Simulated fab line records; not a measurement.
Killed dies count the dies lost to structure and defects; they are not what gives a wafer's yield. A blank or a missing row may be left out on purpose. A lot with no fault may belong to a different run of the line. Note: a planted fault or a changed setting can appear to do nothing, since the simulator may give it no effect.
2 desks, one fault -- flow sky130 -- each desk has only its own numbers; what lay behind them comes last

METROLOGY DESK
Means of the sampled wafers that have a number, per lot and without regard to the tool the lot ran on: this is what the gauges read. If a lot's mean is further than 4 standard deviations from the usual mean, the lot is out of limits and carries the mark OUT (the distance appears in the brackets).
Columns: A = NWELL_OXIDATION_THK at SKY_NWELL_THK_MEAS_02, usual 9.92 nm; B = PWDE_TW at SKY_PWDE_TW_MEAS_10, usual 373; C = VT_ADJUST_LVTN_01_OVL at SKY_VT_ADJUST_LVTN_OVL_MEAS_18, usual -0.3 nm; D = VT_ADJUST_LVTN_2_TW at SKY_VT_ADJUST_LVTN_TW_MEAS_21, usual 189.1
lot,first seen here,A,B,C,D
L943,day 2 15:47,10.02,373,-0.8,188.3
L944,day 2 17:11,9.61,371,0.6,189.9
L945,day 3 00:30,10.01,373,-0.5,192.7
L947,day 3 10:45,10.08,380,0.6,186.6
L948,day 3 13:15,10.14,372,-0.9,191.3
L949,day 3 20:26,9.60,382,-0.2,196.6
L950,day 4 02:27,10.06,372,0.7,191.1
L959,day 6 02:12,9.75,378,-1.8,187.4
L961,day 6 10:54,10.14,371,-0.8,189.8
L962,day 6 15:19,9.97,371,-1.5,188.0
L963,day 6 20:48,10.03,371,0.7,186.7
L964,day 7 00:05,9.63,370,-0.3,188.0
L965,day 7 06:07,9.63,372,0.6,190.6
L966,day 7 11:28,9.98,371,-1.6,187.8
This desk found nothing out of limits on any of the 14 lots.

TOOL OWNER'S DESK, implanter-02
For each lot that ran on this tool, the mean over its sampled wafers that have a number, from the tool's own readings at SKY_VT_ADJUST_LVTN_IMPLANT_19. If a lot's mean is further than 4 standard deviations from the usual mean, the lot is out of limits and carries the mark OUT (the distance appears in the brackets).
Columns: A = beam-on-s at SKY_VT_ADJUST_LVTN_IMPLANT_19, usual 10.03 s; B = faraday-current-uA at SKY_VT_ADJUST_LVTN_IMPLANT_19, usual 3.66
lot,first seen here,A,B
L947,day 8 21:49,9.87,3.71
L948,day 9 00:01,10.92 (+4.5) OUT,3.40
L949,day 9 07:43,11.50 (+7.3) OUT,3.26 (-5.5) OUT
L950,day 9 18:34,10.91 (+4.4) OUT,3.40
L962,day 13 03:05,9.92,3.70
L964,day 13 11:14,10.05,3.65
This desk finds L948, L949, L950 out of limits, L948 being first, at day 9 00:01 (beam-on-s at SKY_VT_ADJUST_LVTN_IMPLANT_19). Within limits: L947, L962, L964.

PUT TOGETHER
An alarm could have come from the tool owner's desk at day 9 00:01, on L948, L949, L950.
From the metrology desk's view, nothing was out of limits.
The metrology desk has L948, L949, L950 on record, within its limits.
All the named lots went through SKY_VT_ADJUST_LVTN_IMPLANT_19 on implanter-02.

WHAT HAD BEEN PUT IN BY THE SIMULATOR
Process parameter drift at SKY_VT_ADJUST_LVTN_IMPLANT_19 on implanter-02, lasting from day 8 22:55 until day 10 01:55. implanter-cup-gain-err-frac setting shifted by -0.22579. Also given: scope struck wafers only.
Lots struck among those shown: L948, L949, L950.
Time in hours from fault onset to the first out-of-limits reading at each desk: the tool owner's desk, 1.
